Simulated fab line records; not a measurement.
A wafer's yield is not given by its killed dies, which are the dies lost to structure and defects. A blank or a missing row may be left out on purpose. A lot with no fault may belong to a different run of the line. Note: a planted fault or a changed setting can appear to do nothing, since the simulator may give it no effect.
fab line records | flow sky130 | part 1 of 2: steps 1 to 31 of 42
record lots=5 wafers=15 lastDay=50
route steps=708 shown POLY_CUT@319 SD_P@320 RES_XHIGH@332 SD_N@342 SALICIDE@361
lots that met no fault: taken from a fault-free run of the same line
startH: hours from the record's first day to the start of the lot's first wafer shown | waitH: hours elapsed since this lot's preceding step | " same as the row above | L1.1+2: several wafers, shown together as one row | - no value, or no start given | * or withheld: withheld | < > ~ a bound
route shown NAME@n: a module of which the file shows steps, and the number in the route of the first | usual: mean/standard deviation of fault-free wafers | same: alike in all rows | chamber/n: place in a boat | sites: readings site by site | _std_site: how widely they spread, as a standard deviation | _edge_site: mean of outer sites minus mean of inner sites | radiusMm: for every site, how far away it sits from the centre of the wafer | mask NAME#n: copy n | behind: the tool/chamber that last shaped the wafer | hold: why the lot went on hold/how many hours it stayed there/how the hold came to an end | device: the transistor (n, p or np) that didn't switch | end of line: the same wafers' tests at the end of the route | for a step that has no rows: nothing shown but its recipe | killed: dies lost to structure and defects at the first sort, not the wafer's yield | map: per-die view of a wafer (x killed, . not killed, _ where there is no die)
set.NAME: the setting the step ran with; set.NAME@STEP: the setting that earlier step ran with | model.NAME: the simulator's own value behind a step, which no gauge read
certain route steps with their lots: each step a table, each wafer a row
services: from which hour (startH, from the record's first day; less than 0 if before it) a tool's chamber was out of use, for how many hours, and why
## steps
# step SKY_POLY_CUT_STRIP_12
# recipe chemistry=O2/N2 powerW=1400 pressureMtorr=1500 platenTempC=withheld o2FlowSccm=3000 n2FlowSccm=300 overashFraction=0.5
# usual drypumpMotorCurrentA=5.8/0.4 oesProductAu=0.453/0.0043 stripTimeToEndpointS=5.358/0.017
# columns lot.wafer tool chamber startH waitH drypumpMotorCurrentA oesProductAu rfHoursCounterH stripTimeToEndpointS
L076.1 plasmaAsher-02 1 579.69 0.0 6.3 0.455 76 5.342
L076.4 " 0 " " 6.4 0.455 - 5.330
L076.5 " 0 " " 6.4 0.454 - 5.334
L078.1 plasmaAsher-01 1 603.80 0.0 5.9 0.454 89 5.346
L078.4 " 0 " " 5.4 0.459 - 5.362
L078.5 " 1 " " 5.9 0.453 - 5.348
L082.1 plasmaAsher-03 1 650.60 0.0 5.3 0.460 49 5.379
L082.3 " 1 " " 5.3 0.443 - 5.359
L082.4 " 0 " " 5.8 0.454 - 5.374
L096.2 plasmaAsher-03 1 765.15 0.0 5.3 0.457 61 5.391
L096.3 " 1 " " 5.4 0.458 - 5.379
L096.4 " 0 " " 5.8 0.453 - 5.350
L097.2 plasmaAsher-03 1 770.64 0.0 5.3 0.457 61 5.375
L097.3 " 0 " " 5.7 0.451 - 5.360
L097.5 " 0 " " 5.7 0.459 - 5.381
# step SKY_SD_P_DEHYDRATE_00
# recipe tempC=200 timeS=60
# columns lot.wafer tool chamber startH waitH
L076.1+4+5 lithoTrack-02 0 594.25 14.5
L078.1+4+5 lithoTrack-02 0 618.15 14.3
L082.1+3+4 lithoTrack-01 0 664.11 13.5
L096.2+3+4 lithoTrack-01 0 776.54 11.4
L097.2+3+5 lithoTrack-01 0 781.99 11.3
# step SKY_SD_P_HMDS_01
# recipe primeTimeS=60 primeTempC=120
# columns lot.wafer tool chamber startH waitH
L076.1+4+5 lithoTrack-02 0 594.40 0.1
L078.1+4+5 lithoTrack-02 0 618.30 0.1
L082.1+3+4 lithoTrack-01 0 664.26 0.1
L096.2+3+4 lithoTrack-01 0 776.69 0.1
L097.2+3+5 lithoTrack-01 0 782.14 0.1
# step SKY_SD_P_COAT_02
# recipe resist=NOVOLAK spinRpm=3000 resistThkNm=1140
# usual dispensePressureKPa=54/3.8 spinSpeedRpm=3000.2/1.9
# columns lot.wafer tool chamber startH waitH dispensePressureKPa spinSpeedRpm
L076.1 lithoTrack-02 0 594.55 0.1 56 3001.1
L076.4 " 0 " " 56 3002.3
L076.5 " 0 " " 56 3000.0
L078.1 lithoTrack-02 0 618.45 0.1 56 3002.5
L078.4 " 0 " " 56 2996.6
L078.5 " 0 " " 56 2997.8
L082.1 lithoTrack-01 0 664.41 0.1 47 2995.1
L082.3 " 0 " " 47 3000.1
L082.4 " 0 " " 47 2996.9
L096.2 lithoTrack-01 0 776.84 0.1 47 3001.6
L096.3 " 0 " " 47 3001.3
L096.4 " 0 " " 47 3003.5
L097.2 lithoTrack-01 0 782.29 0.1 47 3001.4
L097.3 " 0 " " 47 3000.5
L097.5 " 0 " " 47 3001.0
# step SKY_SD_P_SOFTBAKE_03
# recipe tempC=90 timeS=60 resist=NOVOLAK
# columns lot.wafer tool chamber startH waitH
L076.1+4+5 lithoTrack-02 0 594.70 0.1
L078.1+4+5 lithoTrack-02 0 618.60 0.1
L082.1+3+4 lithoTrack-01 0 664.56 0.1
L096.2+3+4 lithoTrack-01 0 776.99 0.1
L097.2+3+5 lithoTrack-01 0 782.44 0.1
# step SKY_SD_P_EXPOSE_04
# recipe maskId=PSDM na=0.6 sourceShape=conventional sigmaOuter=0.6 polarization=unpolarized targetCdNm=380 doseMj=138
# usual focusOffsetNm=0.1/0.45 reticleTempC=23.00/0.11
# columns lot.wafer tool chamber startH waitH mask focusOffsetNm reticleTempC
L076.1 ilineStepper-02 0 - - PSDM#0 -0.1 23.12
L076.4 " 0 " " PSDM#0 -0.3 23.07
L076.5 " 0 " " PSDM#0 -0.5 23.00
L078.1 ilineStepper-02 0 - - PSDM#0 0.3 22.90
L078.4 " 0 " " PSDM#0 0.0 22.98
L078.5 " 0 " " PSDM#0 0.6 22.91
L082.1 ilineStepper-02 0 - - PSDM#0 0.9 22.89
L082.3 " 0 " " PSDM#0 0.0 22.92
L082.4 " 0 " " PSDM#0 0.7 22.81
L096.2 ilineStepper-02 0 - - PSDM#0 0.2 23.09
L096.3 " 0 " " PSDM#0 -0.3 22.87
L096.4 " 0 " " PSDM#0 0.4 22.89
L097.2 ilineStepper-02 0 - - PSDM#0 -0.1 23.01
L097.3 " 0 " " PSDM#0 0.4 23.05
L097.5 " 0 " " PSDM#0 0.2 22.89
# step SKY_SD_P_PEB_05
# recipe tempC=withheld timeS=* resist=NOVOLAK
# columns lot.wafer tool chamber startH waitH
L076.1+4+5 lithoTrack-01 0 - -
L078.1+4+5 lithoTrack-01 0 - -
L082.1+3+4 lithoTrack-02 0 - -
L096.2+3+4 lithoTrack-02 0 - -
L097.2+3+5 lithoTrack-03 0 - -
# step SKY_SD_P_DEVELOP_06
# recipe resist=NOVOLAK developer=TMAH developTimeS=60 devTempC=23
# same developTimeS=60
# columns lot.wafer tool chamber startH waitH
L076.1+4+5 lithoTrack-01 0 608.66 0.1
L078.1+4+5 lithoTrack-01 0 633.46 0.1
L082.1+3+4 lithoTrack-02 0 678.75 0.1
L096.2+3+4 lithoTrack-02 0 788.93 0.1
L097.2+3+5 lithoTrack-03 0 794.10 0.1
# step SKY_SD_P_CD_MEAS_07
# recipe targetCdNm=380
# usual cdNm=379.5/2.3
# columns lot.wafer tool chamber startH waitH cdNm
L076.1 cdSem-01 - 608.81 0.1 378.9
L076.4 " - " " 379.7
L076.5 " - " " 380.7
L078.1 cdSem-01 - 633.61 0.1 377.7
L078.4 " - " " 381.4
L078.5 " - " " 378.8
L082.1 cdSem-02 - 678.90 0.1 382.6
L082.3 " - " " 384.1
L082.4 " - " " 382.2
L096.2 cdSem-02 - 789.07 0.1 380.3
L096.3 " - " " 383.4
L096.4 " - " " 379.6
L097.2 cdSem-01 - 794.24 0.1 379.1
L097.3 " - " " 381.0
L097.5 " - " " 381.3
# step SKY_SD_P_OVL_MEAS_08
# usual SD_P_OVL=-0.2/1.8
# columns lot.wafer tool chamber startH waitH SD_P_OVL[nm]
L076.1 overlay-01 - 608.93 0.1 1.7
L076.4 " - " " 0.1
L076.5 " - " " 2.2
L078.1 overlay-02 - 633.73 0.1 0.5
L078.4 " - " " 0.6
L078.5 " - " " 1.1
L082.1 overlay-02 - 679.02 0.1 -0.3
L082.3 " - " " 1.6
L082.4 " - " " 0.8
L096.2 overlay-01 - 789.18 0.1 -0.7
L096.3 " - " " -0.5
L096.4 " - " " 0.2
L097.2 overlay-02 - 794.35 0.1 -0.7
L097.3 " - " " -1.8
L097.5 " - " " -2.5
# step SKY_SD_P_IMPLANT_09
# recipe species=BF2 energyKev=20 doseCm2=3e+15 tiltDeg=0
# columns lot.wafer tool chamber startH waitH
L076.1+4+5 implanter-01 0 608.97 0.0
L078.1+4+5 implanter-02 0 633.77 0.0
L082.1+3+4 implanter-01 0 679.06 0.0
L096.2+3+4 implanter-04 0 789.23 0.0
L097.2+3+5 implanter-02 0 794.40 0.0
# step SKY_SD_P_STRIP_10
# recipe chemistry=O2/N2 powerW=1400 pressureMtorr=1500 platenTempC=withheld o2FlowSccm=3000 n2FlowSccm=300 overashFraction=0.5
# usual drypumpMotorCurrentA=6.0/0.48 oesProductAu=0.617/0.0045 stripTimeToEndpointS=17.49/0.045
# columns lot.wafer tool chamber startH waitH drypumpMotorCurrentA oesProductAu rfHoursCounterH stripTimeToEndpointS
L076.1 plasmaAsher-02 0 609.12 0.1 6.4 0.607 79 17.43
L076.4 " 0 " " 6.4 0.618 - 17.43
L076.5 " 1 " " 6.3 0.617 - 17.43
L078.1 plasmaAsher-04 1 633.92 0.1 5.1 0.614 20 17.55
L078.4 " 1 " " 5.1 0.623 - 17.56
L078.5 " 0 " " 6.3 0.610 - 17.50
L082.1 plasmaAsher-01 0 679.21 0.1 5.4 0.617 97 17.48
L082.3 " 1 " " 5.9 0.617 - 17.43
L082.4 " 0 " " 5.4 0.614 - 17.49
L096.2 plasmaAsher-04 1 789.36 0.1 5.1 0.614 36 17.54
L096.3 " 1 " " 5.1 0.620 - 17.54
L096.4 " 0 " " 6.3 0.619 - 17.51
L097.2 plasmaAsher-02 1 794.53 0.1 6.3 0.615 97 17.50
L097.3 " 0 " " 6.4 0.612 - 17.53
L097.5 " 0 " " 6.4 0.614 - 17.45
# step SKY_SD_P_TW_MEAS_11
# usual SD_P_TW=2827/18
# columns lot.wafer tool chamber startH waitH SD_P_TW
L076.1 filmMetro-03 - 609.22 0.1 2803
L076.4 " - " " 2809
L076.5 " - " " 2816
L078.1 filmMetro-03 - 634.02 0.1 2817
L078.4 " - " " 2799
L078.5 " - " " 2824
L082.1 filmMetro-02 - 679.31 0.1 2849
L082.3 " - " " 2846
L082.4 " - " " 2845
L096.2 filmMetro-02 - 789.47 0.1 2804
L096.3 " - " " 2816
L096.4 " - " " 2836
L097.2 filmMetro-04 - 794.64 0.1 2806
L097.3 " - " " 2844
L097.5 " - " " 2806
# step SKY_RES_XHIGH_DEHYDRATE_00
# recipe tempC=200 timeS=60
# columns lot.wafer tool chamber startH waitH
L076.1+4+5 lithoTrack-04 0 623.65 14.4
L078.1+4+5 lithoTrack-03 0 647.97 13.9
L082.1+3+4 lithoTrack-02 0 693.35 14.0
L096.2+3+4 lithoTrack-02 0 800.18 10.7
L097.2+3+5 lithoTrack-02 0 804.83 10.2
# step SKY_RES_XHIGH_HMDS_01
# recipe primeTimeS=60 primeTempC=120
# columns lot.wafer tool chamber startH waitH
L076.1+4+5 lithoTrack-04 0 623.80 0.1
L078.1+4+5 lithoTrack-03 0 648.12 0.1
L082.1+3+4 lithoTrack-02 0 693.50 0.1
L096.2+3+4 lithoTrack-02 0 800.33 0.1
L097.2+3+5 lithoTrack-02 0 804.98 0.1
# step SKY_RES_XHIGH_COAT_02
# recipe resist=NOVOLAK spinRpm=3000 resistThkNm=1140
# usual dispensePressureKPa=55.7/0.62 spinSpeedRpm=3000.5/2.4
# columns lot.wafer tool chamber startH waitH dispensePressureKPa spinSpeedRpm
L076.1 lithoTrack-04 0 623.95 0.1 54.8 3003.8
L076.4 " 0 " " 54.8 3005.0
L076.5 " 0 " " 54.8 3003.9
L078.1 lithoTrack-03 0 648.27 0.1 55.7 2999.8
L078.4 " 0 " " 55.8 2999.6
L078.5 " 0 " " 55.7 3000.8
L082.1 lithoTrack-02 0 693.65 0.1 56.4 2995.3
L082.3 " 0 " " 56.4 3002.3
L082.4 " 0 " " 56.3 2999.9
L096.2 lithoTrack-02 0 800.48 0.1 56.4 2997.2
L096.3 " 0 " " 56.3 3002.6
L096.4 " 0 " " 56.3 3001.2
L097.2 lithoTrack-02 0 805.13 0.1 56.4 3003.4
L097.3 " 0 " " 56.3 3002.2
L097.5 " 0 " " 56.3 2999.7
# step SKY_RES_XHIGH_SOFTBAKE_03
# recipe tempC=90 timeS=60 resist=NOVOLAK
# columns lot.wafer tool chamber startH waitH
L076.1+4+5 lithoTrack-04 0 624.10 0.1
L078.1+4+5 lithoTrack-03 0 648.42 0.1
L082.1+3+4 lithoTrack-02 0 693.80 0.1
L096.2+3+4 lithoTrack-02 0 800.63 0.1
L097.2+3+5 lithoTrack-02 0 805.28 0.1
# step SKY_RES_XHIGH_EXPOSE_04
# recipe maskId=URPM na=0.6 sourceShape=conventional sigmaOuter=0.6 polarization=unpolarized targetCdNm=1270 doseMj=140
# usual focusOffsetNm=0.0/0.46 reticleTempC=22.99/0.1
# columns lot.wafer tool chamber startH waitH mask focusOffsetNm reticleTempC
L076.1 ilineStepper-02 0 - - URPM#0 0.2 23.05
L076.4 " 0 " " URPM#0 0.0 23.03
L076.5 " 0 " " URPM#0 0.7 22.97
L078.1 ilineStepper-02 0 - - URPM#0 -1.3 23.00
L078.4 " 0 " " URPM#0 -0.6 22.93
L078.5 " 0 " " URPM#0 0.5 23.08
L082.1 ilineStepper-02 0 - - URPM#0 0.5 22.93
L082.3 " 0 " " URPM#0 0.4 23.01
L082.4 " 0 " " URPM#0 0.3 22.92
L096.2 ilineStepper-02 0 - - URPM#0 0.2 23.01
L096.3 " 0 " " URPM#0 -0.9 22.87
L096.4 " 0 " " URPM#0 -0.7 22.92
L097.2 ilineStepper-01 0 - - URPM#0 -0.1 23.19
L097.3 " 0 " " URPM#0 0.2 23.04
L097.5 " 0 " " URPM#0 1.1 23.16
# step SKY_RES_XHIGH_PEB_05
# recipe tempC=withheld timeS=* resist=NOVOLAK
# columns lot.wafer tool chamber startH waitH
L076.1+4+5 lithoTrack-03 0 - -
L078.1+4+5 lithoTrack-02 0 - -
L082.1+3+4 lithoTrack-03 0 - -
L096.2+3+4 lithoTrack-04 0 - -
L097.2+3+5 lithoTrack-02 0 - -
# step SKY_RES_XHIGH_DEVELOP_06
# recipe resist=NOVOLAK developer=TMAH developTimeS=60 devTempC=23
# same developTimeS=60
# columns lot.wafer tool chamber startH waitH
L076.1+4+5 lithoTrack-03 0 638.47 0.1
L078.1+4+5 lithoTrack-02 0 662.90 0.1
L082.1+3+4 lithoTrack-03 0 708.37 0.1
L096.2+3+4 lithoTrack-04 0 812.13 0.1
L097.2+3+5 lithoTrack-02 0 819.53 0.1
# step SKY_RES_XHIGH_IMPLANT_07
# recipe species=BF2 energyKev=20 doseCm2=3.6e+14 tiltDeg=0
# columns lot.wafer tool chamber startH waitH
L076.1+4+5 implanter-04 0 638.62 0.1
L078.1+4+5 implanter-02 0 663.05 0.1
L082.1+3+4 implanter-04 0 708.52 0.1
L096.2+3+4 implanter-02 0 812.28 0.1
L097.2+3+5 implanter-04 0 819.68 0.1
# step SKY_RES_XHIGH_STRIP_08
# recipe chemistry=O2/N2 powerW=1400 pressureMtorr=1500 platenTempC=withheld o2FlowSccm=3000 n2FlowSccm=300 overashFraction=0.5
# usual drypumpMotorCurrentA=5.6/0.36 oesProductAu=0.711/0.0048 stripTimeToEndpointS=14.26/0.037
# columns lot.wafer tool chamber startH waitH drypumpMotorCurrentA oesProductAu rfHoursCounterH stripTimeToEndpointS
L076.1 plasmaAsher-04 1 638.77 0.1 5.1 0.709 21 14.30
L076.4 " 0 " " 6.3 0.712 - 14.32
L076.5 " 0 " " 6.3 0.718 - 14.31
L078.1 plasmaAsher-01 1 663.20 0.1 5.9 0.708 95 14.30
L078.4 " 0 " " 5.4 0.709 - 14.29
L078.5 " 1 " " 5.8 0.708 - 14.31
L082.1 plasmaAsher-01 0 708.67 0.1 5.4 0.710 99 14.24
L082.3 " 0 " " 5.4 0.709 - 14.22
L082.4 " 1 " " 5.9 0.709 - 14.25
L096.2 plasmaAsher-01 0 812.40 0.1 5.4 0.712 7 14.26
L096.3 " 1 " " 5.9 0.714 - 14.23
L096.4 " 0 " " 5.4 0.718 - 14.26
L097.2 plasmaAsher-04 0 819.80 0.1 6.3 0.720 38 14.33
L097.3 " 0 " " 6.3 0.710 - 14.32
L097.5 " 0 " " 6.3 0.711 - 14.32
# step SKY_RES_XHIGH_TW_MEAS_09
# usual RES_XHIGH_TW=1642/9.6
# columns lot.wafer tool chamber startH waitH RES_XHIGH_TW
L076.1 filmMetro-02 - 638.87 0.1 1642
L076.4 " - " " 1642
L076.5 " - " " 1652
L078.1 filmMetro-02 - 663.30 0.1 1631
L078.4 " - " " 1626
L078.5 " - " " 1639
L082.1 filmMetro-02 - 708.77 0.1 1643
L082.3 " - " " 1642
L082.4 " - " " 1652
L096.2 filmMetro-02 - 812.51 0.1 1645
L096.3 " - " " 1646
L096.4 " - " " 1646
L097.2 filmMetro-02 - 819.91 0.1 1640
L097.3 " - " " 1653
L097.5 " - " " 1646
# step SKY_SD_N_DEHYDRATE_00
# recipe tempC=200 timeS=60
# columns lot.wafer tool chamber startH waitH
L076.1+4+5 lithoTrack-03 0 652.42 13.5
L078.1+4+5 lithoTrack-01 0 677.71 14.4
L082.1+3+4 lithoTrack-03 0 722.22 13.4
L096.2+3+4 lithoTrack-04 0 826.28 13.8
L097.2+3+5 lithoTrack-04 0 831.88 12.0
# step SKY_SD_N_HMDS_01
# recipe primeTimeS=60 primeTempC=120
# columns lot.wafer tool chamber startH waitH
L076.1+4+5 lithoTrack-03 0 652.57 0.1
L078.1+4+5 lithoTrack-01 0 677.86 0.1
L082.1+3+4 lithoTrack-03 0 722.37 0.1
L096.2+3+4 lithoTrack-04 0 826.43 0.1
L097.2+3+5 lithoTrack-04 0 832.03 0.1
# step SKY_SD_N_COAT_02
# recipe resist=NOVOLAK spinRpm=3000 resistThkNm=1140
# usual dispensePressureKPa=53/3.7 spinSpeedRpm=2999.8/2.3
# columns lot.wafer tool chamber startH waitH dispensePressureKPa spinSpeedRpm
L076.1 lithoTrack-03 0 652.72 0.1 56 3004.0
L076.4 " 0 " " 56 2997.5
L076.5 " 0 " " 56 2998.9
L078.1 lithoTrack-01 0 678.01 0.1 47 2997.1
L078.4 " 0 " " 47 2998.9
L078.5 " 0 " " 47 3003.1
L082.1 lithoTrack-03 0 722.52 0.1 56 3006.2
L082.3 " 0 " " 56 3002.0
L082.4 " 0 " " 56 2998.5
L096.2 lithoTrack-04 0 826.58 0.1 55 2995.8
L096.3 " 0 " " 55 2997.0
L096.4 " 0 " " 55 2997.5
L097.2 lithoTrack-04 0 832.18 0.1 55 2998.7
L097.3 " 0 " " 55 3000.2
L097.5 " 0 " " 55 3002.8
# step SKY_SD_N_SOFTBAKE_03
# recipe tempC=90 timeS=60 resist=NOVOLAK
# columns lot.wafer tool chamber startH waitH
L076.1+4+5 lithoTrack-03 0 652.87 0.1
L078.1+4+5 lithoTrack-01 0 678.16 0.1
L082.1+3+4 lithoTrack-03 0 722.67 0.1
L096.2+3+4 lithoTrack-04 0 826.73 0.1
L097.2+3+5 lithoTrack-04 0 832.33 0.1
# step SKY_SD_N_EXPOSE_04
# recipe maskId=NSDM na=0.6 sourceShape=conventional sigmaOuter=0.6 polarization=unpolarized targetCdNm=380 doseMj=141
# usual focusOffsetNm=0.1/0.48 reticleTempC=23.00/0.098
# columns lot.wafer tool chamber startH waitH mask focusOffsetNm reticleTempC
L076.1 ilineStepper-01 0 - - NSDM#0 0.6 22.94
L076.4 " 0 " " NSDM#0 -0.4 23.02
L076.5 " 0 " " NSDM#0 0.2 23.18
L078.1 ilineStepper-02 0 - - NSDM#0 0.9 23.05
L078.4 " 0 " " NSDM#0 0.5 23.14
L078.5 " 0 " " NSDM#0 0.9 23.04
L082.1 ilineStepper-01 0 - - NSDM#0 -0.3 22.96
L082.3 " 0 " " NSDM#0 1.0 23.11
L082.4 " 0 " " NSDM#0 -0.1 23.00
L096.2 ilineStepper-01 0 - - NSDM#0 0.1 23.15
L096.3 " 0 " " NSDM#0 0.7 23.00
L096.4 " 0 " " NSDM#0 1.1 23.08
L097.2 ilineStepper-01 0 - - NSDM#0 -1.1 23.22
L097.3 " 0 " " NSDM#0 0.1 22.93
L097.5 " 0 " " NSDM#0 -0.3 23.06
# step SKY_SD_N_PEB_05
# recipe tempC=withheld timeS=* resist=NOVOLAK
# columns lot.wafer tool chamber startH waitH
L076.1+4+5 lithoTrack-04 0 - -
L078.1+4+5 lithoTrack-04 0 - -
L082.1+3+4 lithoTrack-03 0 - -
L096.2+3+4 lithoTrack-03 0 - -
L097.2+3+5 lithoTrack-03 0 - -
# step SKY_SD_N_DEVELOP_06
# recipe resist=NOVOLAK developer=TMAH developTimeS=60 devTempC=23
# same developTimeS=60
# columns lot.wafer tool chamber startH waitH
L076.1+4+5 lithoTrack-04 0 667.25 0.1
L078.1+4+5 lithoTrack-04 0 692.15 0.1
L082.1+3+4 lithoTrack-03 0 735.72 0.1
L096.2+3+4 lithoTrack-03 0 839.00 0.1
L097.2+3+5 lithoTrack-03 0 844.30 0.1
# step SKY_SD_N_CD_MEAS_07
# recipe targetCdNm=380
# usual cdNm=379.9/2.5
# columns lot.wafer tool chamber startH waitH cdNm
L076.1 cdSem-02 - 667.40 0.1 379.1
L076.4 " - " " 380.7
L076.5 " - " " 381.7
L078.1 cdSem-01 - 692.30 0.1 381.1
L078.4 " - " " 379.2
L078.5 " - " " 377.5
L082.1 cdSem-01 - 735.87 0.1 382.8
L082.3 " - " " 383.8
L082.4 " - " " 381.8
L096.2 cdSem-01 - 839.14 0.1 379.6
L096.3 " - " " 376.2
L096.4 " - " " 378.6
L097.2 cdSem-02 - 844.44 0.1 380.9
L097.3 " - " " 379.6
L097.5 " - " " 378.4
